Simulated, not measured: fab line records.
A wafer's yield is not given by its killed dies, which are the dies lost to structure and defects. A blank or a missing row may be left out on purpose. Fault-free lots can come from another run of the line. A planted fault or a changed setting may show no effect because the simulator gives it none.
A struck lot beside a sound one || flow sky130 || 14 out of 708 route steps
Sound: these wafers, L581.3, L581.4, L581.6. Struck: wafers L590.1, L590.3, L590.6. The cause comes at the end.
Order at every step that has rows: each side's tool, ch and its chambers, its first start. Under that, the readings that differ: sound wafers || struck wafers || difference of the means || sigmas: that difference in standard deviations of wafers without a fault.
alike: words and numbers the same on both sides, and readings whose means are apart by under 2 such deviations; not compared: readings that were withheld, readings missing a value for some wafer, numbers with overlapping values and no deviation given by the record, and bounds like >300 which may hide the same value.
Wherever a step has rows on one side only, a row that says differs or no value, or a row with sigmas, the two part there. When numbers do not overlap yet have no deviation, they are printed without sigmas and do not part them. A reading that every wafer of one side lacks parts them only if that side has two wafers or more.

first, 3 steps without rows for these wafers: SKY_METAL1_CLEAN_22 (cleans in IPA, time 180 s); SKY_METAL1_CLEAN_23 (cleans in O3/DIW); SKY_VIA1_HDPCVD_00 (deposits SiO2, target thk 1030 nm, time 171.7 s).
SKY_VIA1_THK_MEAS_01:
  struck on film_metro-02, day 37 05:16; sound on film_metro-03, day 34 22:23
  alike: VIA1_HDPCVD_THK
SKY_VIA1_CMP_02: polishes SiO2.
  sound on cmp-02 ch 0,2, day 34 22:25; struck on cmp-01 ch 1,2, day 37 05:31
  alike: motor_current_A
SKY_VIA1_BOW_MEAS_03:
  struck on film_metro-04, day 37 05:49; sound on film_metro-04, day 34 22:46
  alike: VIA1_BOW
then, 6 steps without rows for these wafers: SKY_VIA1_DEHYDRATE_04 (time 60 s); SKY_VIA1_HMDS_05 (prime time 60 s); SKY_VIA1_COAT_06 (resist thk 60 nm); SKY_VIA1_COAT_07 (resist thk 450 nm); SKY_VIA1_SOFTBAKE_08 (time 90 s); SKY_VIA1_EXPOSE_09 (exposes mask VIM, target cd 150 nm).
SKY_VIA1_PEB_10:
  sound on litho_track-04 ch 0, day 36 00:00; struck on litho_track-04, day 38 06:00
{"reading": "exhaust_pa (Pa)", "sound": "42.6 43.6 44.1", "struck": "- - -", "difference": "no value on the struck wafers", "sigmas": ""}
  not compared: chill_plate_temp_C
then, 1 step without rows for these wafers: SKY_VIA1_DEVELOP_11 (develop time 60 s).

== WHERE THEY PART ==
Only at SKY_VIA1_PEB_10, within this record.

WHY: the cause the simulator had injected
At SKY_VIA1_PEB_10, the step was skipped entirely on litho_track-04 from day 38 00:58 on. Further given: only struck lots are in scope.
